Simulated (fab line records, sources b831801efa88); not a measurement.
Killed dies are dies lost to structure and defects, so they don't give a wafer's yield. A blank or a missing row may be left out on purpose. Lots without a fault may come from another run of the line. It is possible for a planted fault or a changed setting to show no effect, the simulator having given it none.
Which tool is to blame?	flow sky130	Sampling: 6 lots, 18 wafers, 2 of 708 route steps

== WHAT THE GAUGES SHOWED, per wafer ==
SKY_LI_CONTACT_THK_MEAS_01.
lot	measured	on	LI_CONTACT_HDPCVD_THK (nm)
L124	day 29 07:59	film-metro-03	934 919 927
L126	day 30 04:12	film-metro-02	924 936 921
L129	day 31 03:47	film-metro-02	941 927 929
L134	day 32 23:46	film-metro-04	922 918 905
L136	day 33 07:49	film-metro-03	941 993 1005
L141	day 34 14:14	film-metro-03	920 933 930

== WHAT TOOL EACH LOT RAN ON (gives the tool, then ch and the chambers of the sampled wafers, and finally the start) ==
lot	SKY_LI_CONTACT_HDPCVD_00
L124	hdpcvd-01 ch 0,1, day 29 07:53
L126	hdpcvd-02 ch 1,2, day 30 04:06
L129	hdpcvd-01 ch 0,2, day 31 03:40
L134	hdpcvd-01 ch 0,1,2, day 32 23:40
L136	hdpcvd-02 ch 0,1,2, day 33 07:44
L141	hdpcvd-01 ch 0,1, day 34 14:08
- SKY_LI_CONTACT_HDPCVD_00: deposits PSG, target thk 930 nm, time 155 s.

== THE ANSWER, worked out from the rows above alone ==
Rule: what is usual is taken from the lots themselves. The widest of any qualifying gaps counts: lots, ordered by their means at a reading, are off when they make up no more than a third of the lots, leave a main group of 4 or more, and stand apart from it by 3 or more times the standard deviation of that group's means. Not used: any main group whose means are identical at the precision the tables above print for the reading. A lot without any number at a reading at which 4 lots or more have one is off too. All remaining lots with rows at the step are treated as sound.
Off: L136, at SKY_LI_CONTACT_THK_MEAS_01 (LI_CONTACT_HDPCVD_THK). The main group: mean 926 nm, standard deviation 5.7.
A tool fits if, at a process step before that reading, it ran every lot that is off, and no sound lot after the first of them. The gauges at SKY_LI_CONTACT_THK_MEAS_01 are tried like those tools. One candidate fits, namely hdpcvd-02 at SKY_LI_CONTACT_HDPCVD_00. A fault onset in the window from L126 (day 30 04:06, its last sound lot) to L136 (day 33 07:44, its first lot off) fits.

== WHAT THE SIMULATOR PUT IN ==
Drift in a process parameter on hdpcvd-02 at SKY_LI_CONTACT_HDPCVD_00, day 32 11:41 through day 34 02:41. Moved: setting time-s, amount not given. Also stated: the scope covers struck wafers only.
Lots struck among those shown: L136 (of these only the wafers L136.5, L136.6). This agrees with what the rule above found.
